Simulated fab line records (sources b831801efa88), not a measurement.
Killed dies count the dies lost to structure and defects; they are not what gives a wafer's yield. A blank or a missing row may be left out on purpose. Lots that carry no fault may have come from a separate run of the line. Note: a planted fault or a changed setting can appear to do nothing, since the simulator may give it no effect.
The same fault as seen by 2 desks ; flow sky130 ; each desk holds nothing but its own numbers, with what lay behind them at the end

== THE METROLOGY DESK ==
Means of the sampled wafers that have a number, per lot and without regard to the tool the lot ran on: this is what the gauges read. Any lot whose mean is over 4 standard deviations away from the usual mean is out of limits and marked OUT; that distance is given in the brackets.
Columns: A = VIA3_BOW at SKY_VIA3_BOW_MEAS_03, usual 79 um; B = CAP2M_CVD_00_THK at SKY_CAP2M_THK_MEAS_01, usual 15.54 nm
lot;first seen here;A;B
L765;day 38 14:36;74;15.32
L766;day 39 10:45;74;15.84
L767;day 39 15:55;87;15.44
L768;day 39 18:49;80;15.87
L769;day 40 01:47;82;15.49
L770;day 40 13:08;83;15.49
L771;day 40 13:29;84;15.56
L776;day 42 05:48;83;15.74
L780;day 43 10:38;80;15.50
L783;day 44 00:53;84;15.49
L784;day 44 02:27;90;15.10
L787;day 44 19:53;82;15.62
This desk found nothing out of limits on any of the 12 lots.

== AT THE TOOL OWNER'S DESK: pvd-sputter-04 ==
At SKY_METAL4_SPUTTER_01 (material TiN, target thk 20 nm, time 16.7 s) the tool's own readings: per lot run on this tool, the mean of the sampled wafers that have a number. Any lot whose mean is over 4 standard deviations away from the usual mean is out of limits and marked OUT; that distance is given in the brackets.
Columns: A = cathode-dc-power-W at SKY_METAL4_SPUTTER_01, usual 6500.1 W; B = chamber-pressure-pa at SKY_METAL4_SPUTTER_01, usual 0.4001 Pa; C = throttle-valve-pct at SKY_METAL4_SPUTTER_01, usual 29.9 %
lot;first seen here;A;B;C
L766;day 40 13:27;6501.0;0.4001;29.8
L770;day 41 15:14;6500.0;0.4004;30.4
L776;day 43 05:56;6499.8;0.4005;30.7
L780;day 44 10:26;6500.3;0.4076 (+9.4) OUT;29.7
This desk's verdict: out of limits on L780, starting with L780 at day 44 10:26 (chamber-pressure-pa at SKY_METAL4_SPUTTER_01). In limits: L766, L770, L776.

== BROUGHT TOGETHER ==
At day 44 10:26, on L780, the tool owner's desk was in a position to raise an alarm.
The metrology desk saw nothing out of limits.
The metrology desk holds a record of L780, inside its limits.
On pvd-sputter-04, each named lot ran SKY_METAL4_SPUTTER_01.

== WHAT HAD BEEN PUT IN BY THE SIMULATOR ==
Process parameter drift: pvd-sputter-04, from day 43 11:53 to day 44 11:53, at SKY_METAL4_SPUTTER_01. Setting chamber-pressure-pa shifted by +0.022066 from 0.4. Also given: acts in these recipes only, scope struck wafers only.
Lots struck among those shown: L780.
Time in hours from fault onset to the first out-of-limits reading at each desk: the tool owner's desk, 23.
